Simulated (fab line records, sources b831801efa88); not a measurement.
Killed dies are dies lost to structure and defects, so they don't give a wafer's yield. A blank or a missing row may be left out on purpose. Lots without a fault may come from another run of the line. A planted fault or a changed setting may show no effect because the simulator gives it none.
Chamber matching | flow gf180mcu | GF_V5_CMP_04 on cmp-01: 4 sister chambers
The step polishes SiO2. 8 wafers are shown with their chamber, then 8 later ones without.

WAFERS WITH THEIR CHAMBER
wafer  | chamber | motor_current_A (A) | retaining_ring_pressure_frac
L600.6 | 3       | 10.4                | 0.993
L608.1 | 2       | 12.1                | 0.999
L608.2 | 0       | 13.5                | 1.001
L608.6 | 0       | 13.9                | 0.996
L609.1 | 1       | 11.0                | 1.006
L609.4 | 3       | 10.3                | 1.003
L609.6 | 2       | 12.0                | 0.996
L610.2 | 1       | 10.3                | 0.994

WAFERS WITHOUT THEIR CHAMBER
wafer  | motor_current_A (A) | retaining_ring_pressure_frac
L610.5 | 12.0                | 0.996
L610.6 | 10.8                | 1.004
L611.2 | 14.0                | 1.002
L611.3 | 10.0                | 0.993
L611.5 | 11.9                | 0.995
L612.1 | 12.0                | 1.005
L612.5 | 13.6                | 0.993
L612.6 | 10.5                | 0.999

WHICH CHAMBER EACH WENT THROUGH
wafer  | from the rows above     | in truth
L610.5 | 2                       | 2
L610.6 | can't be placed: 1 or 3 | 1
L611.2 | 0                       | 0
L611.3 | can't be placed: 3 or 1 | 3
L611.5 | 2                       | 2
L612.1 | 2                       | 2
L612.5 | 0                       | 0
L612.6 | can't be placed: 3 or 1 | 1
Placed correctly: 5 of 8. Can't be placed from these rows: 3 (the true chamber is among the candidates in 3). Placed wrongly: 0.
How it was worked out, from the rows above alone: a wafer's distance from a chamber is the root of the sum, over the readings, of the square of ((its reading less the chamber's mean) divided by the reading's scatter). The wafer belongs to the nearest chamber; if the next one is less than 2 further off, it can't be placed. A chamber's mean is the mean of its shown wafers. The scatter: the root of (the sum of the squares of (reading less its chamber's mean) over the shown wafers, divided by (wafers less chambers)).
